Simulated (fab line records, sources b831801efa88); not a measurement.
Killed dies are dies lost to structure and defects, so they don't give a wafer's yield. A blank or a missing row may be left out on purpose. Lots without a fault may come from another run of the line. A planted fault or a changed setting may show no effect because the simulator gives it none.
One fault seen from 2 desks | flow sky130 | each desk has only its own numbers; what lay behind them comes last
Where a reading is given only as a bound, like >300, the bound stands for it, and a mean or a difference that rests on one is marked > or <: the true number lies beyond.

THE TOOL OWNER'S DESK: cvd_w-01
The tool's own readings at SKY_CONTACT_CVD_24 (deposits W, target thk 340 nm, time 102.12 s): means of the sampled wafers that have a number, for each lot that ran on this tool. A lot is out of limits, marked OUT, if its mean lies more than 4 standard deviations from the usual mean; the brackets give that distance.
Columns: A = chamber_pressure_Torr at SKY_CONTACT_CVD_24, usual 40.01 Torr; B = heater_power_outer_w at SKY_CONTACT_CVD_24, usual 624 W; C = heater_power_w at SKY_CONTACT_CVD_24, usual 946 W
lot  | first seen here | A     | B   | C
L995 | day 32 16:35    | 39.96 | 606 | 939
L100 | day 33 14:37    | 40.09 | 702 | 1036
L105 | day 35 15:03    | 39.91 | 700 | 1040
L111 | day 37 13:56    | 40.03 | 603 | 929
L112 | day 37 16:59    | 40.05 | 599 | 943
L113 | day 38 05:56    | 40.08 | 506 | 837
L114 | day 39 09:32    | 39.98 | 609 | 945
L116 | day 39 11:01    | 40.02 | 609 | 940
This desk's finding: nothing out of limits on any of the 8 lots.

THE METROLOGY DESK
What the gauges read, lot by lot, whatever tool the lot ran on: means of the sampled wafers that have a number. A lot is out of limits, marked OUT, if its mean lies more than 4 standard deviations from the usual mean; the brackets give that distance.
Columns: A = CONTACT_W_RS at SKY_CONTACT_RS_MEAS_25, usual 0.337 ohm/sq; B = CONTACT_W_THK at SKY_CONTACT_THK_MEAS_26, usual 341 nm; C = VIA1_OVL at SKY_VIA1_OVL_MEAS_13, usual -1 nm
lot  | first seen here | A                        | B             | C
L993 | day 31 08:39    | 0.333                    | 345           | 4
L995 | day 32 16:41    | 0.341                    | 333           | -7
L100 | day 33 14:45    | 0.337                    | 342           | -2
L103 | day 34 23:28    | 58.046 (+99 or more) OUT | -             | -
L104 | day 35 09:56    | 58.089 (+99 or more) OUT | <0 (<-59) OUT | -
L105 | day 35 15:10    | 0.341                    | 336           | -2
L111 | day 37 14:05    | 0.338                    | 335           | 6
L112 | day 37 17:07    | 0.337                    | 335           | -3
L113 | day 38 06:02    | 0.337                    | 341           | -5
L114 | day 39 09:39    | 0.344                    | 333           | -11
L116 | day 39 11:08    | 0.343                    | 334           | 6
This desk's finding: out of limits on L103, L104; first on L103, day 34 23:28 (CONTACT_W_RS at SKY_CONTACT_RS_MEAS_25). In limits: L993, L995, L100, L105, L111, L112, L113, L114, L116.

PUT TOGETHER
The metrology desk could have raised an alarm at day 34 23:28, on L103, L104.
The tool owner's desk saw nothing out of limits.
The tool owner's desk has no number on record for L103, L104.
Of the lots named, all ran SKY_CONTACT_CVD_24 on cvd_w-01.

WHAT THE SIMULATOR HAD PUT IN
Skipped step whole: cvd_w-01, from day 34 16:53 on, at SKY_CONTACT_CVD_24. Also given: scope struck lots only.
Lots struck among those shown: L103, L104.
Hours from the fault's start to each desk's first reading out of limits: the metrology desk, 7.
